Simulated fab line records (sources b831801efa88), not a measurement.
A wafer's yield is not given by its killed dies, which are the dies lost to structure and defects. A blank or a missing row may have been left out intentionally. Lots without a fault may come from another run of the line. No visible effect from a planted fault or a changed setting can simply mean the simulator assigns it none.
fab line records	flow sky130
record lots=6	wafers=18	last_day=50
route steps=708 shown LDD_LDN@294 SPACER@304 PAD_OPEN@708
lots that met no fault: taken from a fault-free run of the same line
start_h: the number of hours between the record's first day and the start of the first shown wafer of the lot	wait_h: hours elapsed since this lot's preceding step	" identical to the entry in the row above	L1.1+2: one row covering several wafers at once	- no value, or no start was given	* or withheld: withheld	< > ~ a bound
route shown NAME@n: a module of which the file shows steps, and the number in the route of the first	usual: average and standard deviation across the fault-free wafers	same: alike in all rows	chamber/n: place in a boat	sites: each site's reading	_std_site: their standard deviation	_edge_site: the outer-site mean with the inner-site mean subtracted	radius_mm: for every site, how far away it sits from the centre of the wafer	mask NAME#n: copy n	behind: the last tool/chamber to shape the wafer	hold: why the lot went on hold/how many hours it stayed there/how the hold came to an end	device: transistor that didn't switch, given as n, p or np	end of line: the route-end tests of the same wafers	a step without rows: its recipe alone	killed: the dies lost at the first sort to structure and to defects; this is not the yield of the wafer	map: a wafer's dies, marking killed ones x, the rest . and places with no die _
set.NAME: the setting the step ran with; set.NAME@STEP: the setting that earlier step ran with	model.NAME: the simulator's own value behind a step, which no gauge read
certain route steps with their lots: each step a table, each wafer a row
services: the hour from which a tool's chamber was out of use, counted from the record's first day as start_h (under 0 if before that day), plus the number of hours and why
## steps
# step SKY_LDD_LDN_PEB_05
# recipe temp_c=withheld	time_s=*	resist=NOVOLAK
# step SKY_LDD_LDN_DEVELOP_06
# recipe resist=NOVOLAK	developer=TMAH	develop_time_s=60	dev_temp_c=23
# step SKY_LDD_LDN_OVL_MEAS_07
# usual LDD_LDN_OVL=0.2/1.6
lot.wafer	tool	chamber	start_h	wait_h	LDD_LDN_OVL[nm]
L152.1	overlay-02	-	561.21	0.1	0.3
L152.4	"	-	"	"	-2.1
L152.6	"	-	"	"	-0.9
L154.4	overlay-02	-	577.66	0.1	-1.5
L154.5	"	-	"	"	-2.2
L154.6	"	-	"	"	-1.7
L155.1	overlay-01	-	588.39	0.1	-1.7
L155.3	"	-	"	"	-1.5
L155.5	"	-	"	"	0.1
L164.1	overlay-01	-	650.01	0.1	1.1
L164.4	"	-	"	"	0.5
L164.5	"	-	"	"	2.7
L170.3	overlay-01	-	697.03	0.1	-0.6
L170.5	"	-	"	"	-3.1
L170.6	"	-	"	"	-1.9
L171.1	overlay-02	-	711.12	0.2	0.2
L171.5	"	-	"	"	-0.2
L171.6	"	-	"	"	-0.3
# step SKY_LDD_LDN_IMPLANT_08
# recipe species=As	energy_kev=15	dose_cm2=1.25e+13	tilt_deg=withheld	rotation_deg=23
# step SKY_LDD_LDN_IMPLANT_09
# recipe species=As	energy_kev=15.16	dose_cm2=1.25e+13	tilt_deg=withheld	rotation_deg=113
# step SKY_LDD_LDN_IMPLANT_10
# recipe species=As	energy_kev=15	dose_cm2=1.25e+13	tilt_deg=withheld	rotation_deg=203
# step SKY_LDD_LDN_IMPLANT_11
# recipe species=As	energy_kev=15	dose_cm2=1.25e+13	tilt_deg=withheld	rotation_deg=293
# step SKY_LDD_LDN_STRIP_12
# recipe chemistry=O2/N2	power_w=1400	pressure_mtorr=1500	platen_temp_c=withheld	o2_flow_sccm=3000	n2_flow_sccm=300	overash_fraction=0.5
# usual drypump_motor_current_A=5.7/0.33	oes_product_au=0.715/0.0045	strip_time_to_endpoint_s=14.19/0.037
# same overash_fraction=0.5
lot.wafer	tool	chamber	start_h	wait_h	drypump_motor_current_A	oes_product_au	rf_hours_counter_h	strip_time_to_endpoint_s
L152.1	plasma_asher-01	0	561.85	0.1	5.2	0.711	89	14.17
L152.4	"	0	"	"	5.2	0.712	-	14.15
L152.6	"	1	"	"	5.7	0.715	-	14.17
L154.4	plasma_asher-04	1	578.31	0.1	6.3	0.711	-	14.17
L154.5	"	1	"	"	6.4	0.723	-	14.16
L154.6	"	0	"	"	6.0	0.716	-	14.17
L155.1	plasma_asher-01	1	589.03	0.1	5.7	0.717	91	14.13
L155.3	"	1	"	"	5.7	0.718	-	14.21
L155.5	"	1	"	"	5.7	0.717	-	14.19
L164.1	plasma_asher-03	1	650.65	0.1	5.7	0.714	21	14.23
L164.4	"	1	"	"	5.7	0.712	-	14.23
L164.5	"	0	"	"	5.6	0.710	-	14.23
L170.3	plasma_asher-03	1	697.68	0.1	5.7	0.719	-	14.17
L170.5	"	1	"	"	5.7	0.708	-	14.20
L170.6	"	0	"	"	5.6	0.715	-	14.16
L171.1	plasma_asher-01	0	711.76	0.1	5.2	0.713	103	14.14
L171.5	"	0	"	"	5.2	0.715	-	14.19
L171.6	"	1	"	"	5.7	0.715	-	14.17
# step SKY_LDD_LDN_TW_MEAS_13
# usual LDD_LDN_TW=1493/12
lot.wafer	tool	chamber	start_h	wait_h	LDD_LDN_TW
L152.1	film_metro-03	-	561.95	0.1	1506
L152.4	"	-	"	"	1513
L152.6	"	-	"	"	1500
L154.4	film_metro-03	-	578.41	0.1	1494
L154.5	"	-	"	"	1494
L154.6	"	-	"	"	1485
L155.1	film_metro-02	-	589.13	0.1	1493
L155.3	"	-	"	"	1488
L155.5	"	-	"	"	1492
L164.1	film_metro-02	-	650.75	0.1	1476
L164.4	"	-	"	"	1470
L164.5	"	-	"	"	1484
L170.3	film_metro-03	-	697.77	0.1	1498
L170.5	"	-	"	"	1500
L170.6	"	-	"	"	1505
L171.1	film_metro-04	-	711.86	0.1	1505
L171.5	"	-	"	"	1510
L171.6	"	-	"	"	1513
# step SKY_LDD_LDN_CLEAN_14
# recipe chemistry=SC1/SC2	mix=1:4:20	temp_c=70	time_s=150	dry=n2_spin
# step SKY_SPACER_CVD_00
# recipe material=Si3N4	precursor=DCS/NH3	target_thk_nm=43.1	temp_c=770	time_s=740	pressure_mtorr=250
# step SKY_SPACER_THK_MEAS_01
# recipe reads=Si3N4_of_SPACER_CVD_00
# usual SPACER_CVD_00_THK=43.0/0.41
lot.wafer	tool	chamber	start_h	wait_h	SPACER_CVD_00_THK[nm]
L152.1	film_metro-04	-	563.92	0.0	42.8
L152.4	"	-	"	"	43.0
L152.6	"	-	"	"	42.6
L154.4	film_metro-04	-	579.87	0.0	43.0
L154.5	"	-	"	"	42.8
L154.6	"	-	"	"	42.7
L155.1	film_metro-01	-	590.44	0.0	42.9
L155.3	"	-	"	"	42.6
L155.5	"	-	"	"	42.2
L164.1	film_metro-04	-	653.56	0.0	42.4
L164.4	"	-	"	"	42.9
L164.5	"	-	"	"	42.6
L170.3	film_metro-04	-	703.21	0.0	42.8
L170.5	"	-	"	"	42.5
L170.6	"	-	"	"	42.2
L171.1	film_metro-04	-	713.18	0.0	42.9
L171.5	"	-	"	"	43.0
L171.6	"	-	"	"	43.1
# step SKY_SPACER_ETCHBACK_02
# recipe chemistry=CH3F/O2	target=Si3N4	stop_on=SiO2	source_w=400	bias_w=80	pressure_mtorr=25	ch3f_flow_sccm=40	O2_flow_sccm=30	time_s=46.7	target_depth_a=450
# usual O2_flow_sccm=30.00/0.09	bias_w=80.02/0.27	drypump_motor_current_A=5.8/0.39	oes_product_au=0.853/0.0065	throttle_valve_pct=10.563/0.0089
lot.wafer	tool	chamber	start_h	wait_h	O2_flow_sccm	bias_w	drypump_motor_current_A	oes_product_au	rf_hours_counter_h	throttle_valve_pct
L152.1	rie_diel-04	3	563.98	0.1	30.07	79.59	5.4	0.850	5	10.556
L152.4	"	3	"	"	30.06	79.55	5.4	0.859	-	10.574
L152.6	"	1	"	"	30.02	80.19	6.0	0.855	-	10.554
L154.4	rie_diel-02	1	579.90	0.0	-	-	-	-	-	-
L154.5	"	1	"	"	-	-	-	-	-	-
L154.6	"	0	"	"	-	-	-	-	-	-
L155.1	rie_diel-03	1	590.50	0.1	-	-	-	-	-	-
L155.3	"	0	"	"	-	-	-	-	-	-
L155.5	"	2	"	"	-	-	-	-	-	-
L164.1	rie_diel-02	1	653.62	0.1	29.94	79.87	6.2	0.855	1	10.563
L164.4	"	0	"	"	30.11	80.23	5.3	0.853	6	10.569
L164.5	"	3	"	"	30.07	80.29	5.5	0.848	-	10.556
L170.3	rie_diel-04	1	703.25	0.0	29.88	80.07	6.0	0.856	6	10.563
L170.5	"	2	"	"	30.18	80.21	6.1	0.838	-	10.570
L170.6	"	1	"	"	29.92	80.09	6.0	0.845	-	10.562
L171.1	rie_diel-02	2	713.24	0.1	29.89	80.16	5.6	0.851	41	10.571
L171.5	"	2	"	"	29.99	79.86	5.5	0.863	-	10.560
L171.6	"	1	"	"	29.98	80.03	6.2	0.856	-	10.567
# step SKY_PAD_OPEN_PROBE_99
# usual killed_at_M0_to_M3=44/6.6	killed_at_M4_up=3.0/1.9	killed_at_contacts=24/5.1	killed_at_front_end=16/4.6	killed_at_other=0.3/0.59	killed_dies=88/9.5	killed_on_rim=17/3.7	killed_open=48/6.7	killed_short=40/6.1
# same gross_dies=492	killed_at_back_side=0
lot.wafer	tool	chamber	start_h	wait_h	hold	killed_at_M0_to_M3	killed_at_M4_up	killed_at_contacts	killed_at_front_end	killed_at_other	killed_dies	killed_on_rim	killed_open	killed_short
L152.1	prober-01	-	1108.41	0.1	-	51	3	26	13	1	94	19	44	48
L152.4	prober-01	-	1108.56	0.2	-	41	3	21	23	1	89	20	43	45
L152.6	prober-01	-	1108.66	0.2	-	51	1	27	9	1	89	20	51	38
L154.4	prober-01	-	1115.88	0.2	await_dispo/2.4h/scrap	45	3	28	416	0	492	96	52	35
L154.5	prober-01	-	1115.93	0.2	await_dispo/2.4h/scrap	54	5	24	408	1	492	96	48	47
L154.6	prober-01	-	1115.98	0.2	await_dispo/2.4h/scrap	55	4	28	405	0	492	96	45	57
L155.1	prober-02	-	1119.50	0.1	await_dispo/4.1h/scrap	48	1	24	419	0	492	96	51	41
L155.3	prober-02	-	1119.60	0.2	await_dispo/4.1h/scrap	41	4	24	423	0	492	96	56	28
L155.5	prober-02	-	1119.70	0.2	await_dispo/4.1h/scrap	52	4	20	416	0	492	96	61	37
L164.1	prober-01	-	1163.12	0.1	-	41	4	23	23	1	92	21	56	36
L164.4	prober-01	-	1163.27	0.2	-	38	5	27	12	1	83	14	36	45
L164.5	prober-01	-	1163.32	0.2	-	54	5	29	23	0	111	17	48	63
L170.3	prober-02	-	1194.28	0.2	-	35	2	24	21	0	82	16	41	41
L170.5	prober-02	-	1194.38	0.2	-	40	5	25	20	0	90	13	47	43
L170.6	prober-02	-	1194.43	0.2	-	41	2	24	16	0	83	12	46	37
L171.1	prober-02	-	1197.49	0.1	-	45	1	15	22	0	83	14	48	35
L171.5	prober-02	-	1197.69	0.2	-	36	2	25	21	0	84	17	49	35
L171.6	prober-02	-	1197.74	0.2	-	34	0	23	14	0	71	23	41	30
# killed by level:class
L152.1 VIA1:geometric_particle:open=13 METAL1:geometric_particle:short=9 VIA3:geometric_particle:open=9 LI_CONTACT:geometric_particle:open=8 METAL2:geometric_particle:short=7 CONTACT:geometric_particle:open=6 LI_CONTACT:geometric_particle:short=5 CONTACT:geometric_particle:short=5
L152.4 POLY_GATE:geometric_particle:short=9 VIA1:geometric_particle:open=7 METAL2:geometric_particle:short=6 POLY_GATE:geometric_particle:open=6 VIA3:geometric_particle:open=6 CONTACT:geometric_particle:short=6 CONTACT:geometric_particle:open=6 METAL1:geometric_particle:short=6
L152.6 VIA2:geometric_particle:open=10 CONTACT:geometric_particle:open=9 LI_CONTACT:geometric_particle:open=8 VIA1:geometric_particle:open=7 CONTACT:geometric_particle:short=6 METAL2:geometric_particle:short=6 METAL1:geometric_particle:short=6 VIA1:geometric_particle:short=5
L154.4 SPACER:area_etchback=405 VIA1:geometric_particle:open=11 CONTACT:geometric_particle:open=10 VIA2:geometric_particle:open=8 LI_CONTACT:geometric_particle:open=6 VIA1:geometric_particle:short=5 VIA3:geometric_particle:open=5 LOCAL_INTERCONNECT:geometric_particle:short=4
L154.5 SPACER:area_etchback=397 VIA1:geometric_particle:open=13 CONTACT:geometric_particle:short=9 VIA1:geometric_particle:short=8 VIA2:geometric_particle:open=8 CONTACT:geometric_particle:open=7 METAL1:geometric_particle:short=6 METAL3:geometric_particle:short=5
L154.6 SPACER:area_etchback=390 METAL1:geometric_particle:short=11 VIA1:geometric_particle:open=11 CONTACT:geometric_particle:short=9 CONTACT:geometric_particle:open=8 FIELD_ISO:geometric_particle:short=6 LI_CONTACT:geometric_particle:open=6 VIA3:geometric_particle:open=6
L155.1 SPACER:area_etchback=400 VIA2:geometric_particle:open=11 VIA1:geometric_particle:open=8 CONTACT:geometric_particle:short=8 VIA3:geometric_particle:open=8 CONTACT:geometric_particle:open=7 METAL2:geometric_particle:short=7 FIELD_ISO:geometric_particle:short=5
L155.3 SPACER:area_etchback=408 VIA1:geometric_particle:open=14 CONTACT:geometric_particle:open=11 VIA2:geometric_particle:open=8 CONTACT:geometric_particle:short=7 VIA3:geometric_particle:open=6 FIELD_ISO:geometric_particle:open=5 LI_CONTACT:geometric_particle:open=4
L155.5 SPACER:area_etchback=394 VIA1:geometric_particle:open=11 VIA3:geometric_particle:open=11 CONTACT:geometric_particle:open=8 FIELD_ISO:geometric_particle:open=6 LI_CONTACT:geometric_particle:open=5 METAL2:geometric_particle:short=5 VIA1:geometric_particle:short=5
L164.1 CONTACT:geometric_particle:open=11 VIA3:geometric_particle:open=11 VIA1:geometric_particle:open=11 FIELD_ISO:geometric_particle:short=6 FIELD_ISO:geometric_particle:open=5 POLY_GATE:geometric_particle:open=5 LI_CONTACT:geometric_particle:open=4 METAL1:geometric_particle:short=4
L164.4 VIA1:geometric_particle:open=12 METAL2:geometric_particle:short=6 LI_CONTACT:geometric_particle:short=6 LI_CONTACT:geometric_particle:open=6 LOCAL_INTERCONNECT:geometric_particle:short=5 CONTACT:geometric_particle:short=5 CONTACT:geometric_particle:open=5 FIELD_ISO:geometric_particle:open=3
L164.5 VIA1:geometric_particle:open=14 CONTACT:geometric_particle:open=10 METAL1:geometric_particle:short=9 FIELD_ISO:geometric_particle:short=7 POLY_GATE:geometric_particle:short=7 LOCAL_INTERCONNECT:geometric_particle:short=7 VIA1:geometric_particle:short=7 CONTACT:geometric_particle:short=6
L170.3 VIA1:geometric_particle:open=10 CONTACT:geometric_particle:open=6 LOCAL_INTERCONNECT:geometric_particle:short=6 FIELD_ISO:geometric_particle:open=5 VIA2:geometric_particle:open=5 LI_CONTACT:geometric_particle:open=4 LI_CONTACT:geometric_particle:short=4 METAL1:geometric_particle:short=4
L170.5 VIA1:geometric_particle:open=15 CONTACT:geometric_particle:open=8 POLY_GATE:geometric_particle:short=7 CONTACT:geometric_particle:short=7 METAL2:geometric_particle:short=6 FIELD_ISO:geometric_particle:open=5 LI_CONTACT:geometric_particle:open=5 METAL4:geometric_particle:short=4
L170.6 CONTACT:geometric_particle:open=12 VIA1:geometric_particle:open=12 VIA3:geometric_particle:open=6 POLY_GATE:geometric_particle:open=5 LOCAL_INTERCONNECT:geometric_particle:short=5 VIA1:geometric_particle:short=5 FIELD_ISO:geometric_particle:short=4 FIELD_ISO:geometric_particle:open=4
L171.1 VIA1:geometric_particle:open=19 CONTACT:geometric_particle:open=9 FIELD_ISO:geometric_particle:open=8 METAL1:geometric_particle:short=7 VIA1:geometric_particle:short=6 FIELD_ISO:geometric_particle:short=4 POLY_GATE:geometric_particle:short=4 METAL2:geometric_particle:short=4
L171.5 VIA1:geometric_particle:open=12 CONTACT:geometric_particle:open=11 FIELD_ISO:geometric_particle:open=10 LOCAL_INTERCONNECT:geometric_particle:short=6 VIA1:geometric_particle:short=6 METAL2:geometric_particle:short=6 POLY_GATE:geometric_particle:open=3 VIA2:geometric_particle:open=3
L171.6 LI_CONTACT:geometric_particle:open=8 FIELD_ISO:geometric_particle:open=7 CONTACT:geometric_particle:open=7 METAL1:geometric_particle:short=7 LOCAL_INTERCONNECT:geometric_particle:short=6 VIA1:geometric_particle:open=5 VIA3:geometric_particle:open=5 VIA2:geometric_particle:open=3
# map L154.4 (x killed, . not)
__________xxxxxxxxxx_________
________xxxxxxxxxxxxxx_______
______xxxxxxxxxxxxxxxxxx_____
_____xxxxxxxxxxxxxxxxxxxx____
____xxxxxxxxxxxxxxxxxxxxxx___
___xxxxxxxxxxxxxxxxxxxxxxxx__
__xxxxxxxxxxxxxxxxxxxxxxxxxx_
_xxxxxxxxxxxxxxxxxxxxxxxxxxxx
_xxxxxxxxxxxxxxxxxxxxxxxxxxxx
_xxxxxxxxxxxxxxxxxxxxxxxxxxxx
_xxxxxxxxxxxxxxxxxxxxxxxxxxxx
_xxxxxxxxxxxxxxxxxxxxxxxxxxxx
_xxxxxxxxxxxxxxxxxxxxxxxxxxxx
_xxxxxxxxxxxxxxxxxxxxxxxxxxxx
_xxxxxxxxxxxxxxxxxxxxxxxxxxxx
__xxxxxxxxxxxxxxxxxxxxxxxxxx_
___xxxxxxxxxxxxxxxxxxxxxxxx__
____xxxxxxxxxxxxxxxxxxxxxx___
_____xxxxxxxxxxxxxxxxxxxx____
______xxxxxxxxxxxxxxxxxx_____
________xxxxxxxxxxxxxx_______
__________xxxxxxxxxx_________
# map L155.1 (x killed, . not)
__________xxxxxxxxxx_________
________xxxxxxxxxxxxxx_______
______xxxxxxxxxxxxxxxxxx_____
_____xxxxxxxxxxxxxxxxxxxx____
____xxxxxxxxxxxxxxxxxxxxxx___
___xxxxxxxxxxxxxxxxxxxxxxxx__
__xxxxxxxxxxxxxxxxxxxxxxxxxx_
_xxxxxxxxxxxxxxxxxxxxxxxxxxxx
_xxxxxxxxxxxxxxxxxxxxxxxxxxxx
_xxxxxxxxxxxxxxxxxxxxxxxxxxxx
_xxxxxxxxxxxxxxxxxxxxxxxxxxxx
_xxxxxxxxxxxxxxxxxxxxxxxxxxxx
_xxxxxxxxxxxxxxxxxxxxxxxxxxxx
_xxxxxxxxxxxxxxxxxxxxxxxxxxxx
_xxxxxxxxxxxxxxxxxxxxxxxxxxxx
__xxxxxxxxxxxxxxxxxxxxxxxxxx_
___xxxxxxxxxxxxxxxxxxxxxxxx__
____xxxxxxxxxxxxxxxxxxxxxx___
_____xxxxxxxxxxxxxxxxxxxx____
______xxxxxxxxxxxxxxxxxx_____
________xxxxxxxxxxxxxx_______
__________xxxxxxxxxx_________
## services
tool	chamber	start_h	hours	kind
rie_diel-04	0	541.37	-	clean
rie_diel-04	0	541.37	29.4	scheduled_down
rie_diel-04	0	541.37	29.4	vent_cycle
rie_diel-02	1	551.18	4.7	repair
plasma_asher-04	-	591.40	2.8	pm
rie_diel-02	1	596.90	-	clean
rie_diel-02	1	596.90	25.8	scheduled_down
rie_diel-02	1	596.90	25.8	vent_cycle
rie_diel-03	0	598.86	1.2	repair
rie_diel-04	3	601.65	6.5	repair
rie_diel-02	-	624.93	2.8	pm
rie_diel-03	2	632.77	8.0	repair
plasma_asher-01	-	649.92	0.5	repair
rie_diel-03	0	651.62	6.7	repair
rie_diel-03	0	670.35	4.7	repair
rie_diel-02	0	694.46	4.0	repair
rie_diel-02	3	700.73	15.6	repair
## key
first_sign step=SKY_SPACER_ETCHBACK_02	reading=tool_record	direction=missing
effect step=SKY_PAD_OPEN_PROBE_99	reading=killed_at_front_end	direction=up	sigmas=86	usual=16	struck=414
more_kills_born_at SKY_SPACER_ETCHBACK_02@rie_diel-03=1199	SKY_SPACER_ETCHBACK_02@rie_diel-02=1190
met_at SKY_SPACER_ETCHBACK_02
struck_wafers L154.4,L154.5,L154.6,L155.1,L155.3,L155.5
later_rows_left_out L154.4,L154.5,L154.6,L155.1,L155.3,L155.5
tester_left_out L154,L155
fault kind=skipped_step_whole	tool=rie_diel-02,rie_diel-03	chamber=-	onset_h=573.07	steps=SKY_SPACER_ETCHBACK_02	scope=struck_lots_only
# tester_left_out: of these lots the tester's yield and bins aren't shown, on N5 and GAA mostly nor the transistor test; their killed dies are dies lost to structure and defects alone, not to doping, threshold or leakage, so they don't give the yield
# later_rows_left_out: the simulator's readings of these wafers behind a module that went badly wrong aren't trusted and aren't shown, but for the sort
